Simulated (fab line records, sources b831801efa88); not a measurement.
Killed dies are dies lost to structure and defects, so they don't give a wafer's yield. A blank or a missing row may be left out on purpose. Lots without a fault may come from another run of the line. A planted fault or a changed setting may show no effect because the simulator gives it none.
One fault seen from 2 desks | flow sky130 | each desk has only its own numbers; what lay behind them comes last

THE METROLOGY DESK
What the gauges read, lot by lot, whatever tool the lot ran on: means of the sampled wafers that have a number. A lot is out of limits, marked OUT, if its mean lies more than 4 standard deviations from the usual mean; the brackets give that distance.
Columns: A = CONTACT_W_RS at SKY_CONTACT_RS_MEAS_25, usual 0.341 ohm/sq; B = CONTACT_W_THK at SKY_CONTACT_THK_MEAS_26, usual 341 nm
lot  | first seen here | A     | B
L385 | day 33 11:08    | 0.342 | 346
L394 | day 36 01:08    | 0.339 | 350
L395 | day 36 11:31    | 0.340 | 335
L400 | day 37 23:26    | 0.340 | 347
L402 | day 38 14:33    | 0.335 | 350
L403 | day 38 19:27    | 0.338 | 343
This desk's finding: nothing out of limits on any of the 6 lots.

THE TOOL OWNER'S DESK: pvd_sputter-01
The tool's own readings at SKY_METAL1_SPUTTER_01 (material TiN, target thk 20 nm, time 16.4 s): means of the sampled wafers that have a number, for each lot that ran on this tool. A lot is out of limits, marked OUT, if its mean lies more than 4 standard deviations from the usual mean; the brackets give that distance.
Columns: A = cathode_dc_power_W at SKY_METAL1_SPUTTER_01, usual 6500.1 W; B = throttle_valve_pct at SKY_METAL1_SPUTTER_01, usual 30.2 %
lot  | first seen here | A                        | B
L394 | day 36 01:38    | 7228.7 (+99 or more) OUT | 30.7
L395 | day 36 11:58    | 7228.5 (+99 or more) OUT | 30.6
This desk's finding: out of limits on L394, L395; first on L394, day 36 01:38 (cathode_dc_power_W at SKY_METAL1_SPUTTER_01). In limits: none.

PUT TOGETHER
The tool owner's desk could have raised an alarm at day 36 01:38, on L394, L395.
The metrology desk saw nothing out of limits.
The metrology desk has L394, L395 on record, within its limits.
Of the lots named, all ran SKY_METAL1_SPUTTER_01 on pvd_sputter-01.

WHAT THE SIMULATOR HAD PUT IN
Process parameter drift: pvd_sputter-01, from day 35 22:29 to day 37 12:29, at SKY_METAL1_SPUTTER_01. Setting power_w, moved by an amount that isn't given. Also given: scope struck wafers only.
Lots struck among those shown: L394, L395.
Hours from the fault's start to each desk's first reading out of limits: the tool owner's desk, 3.
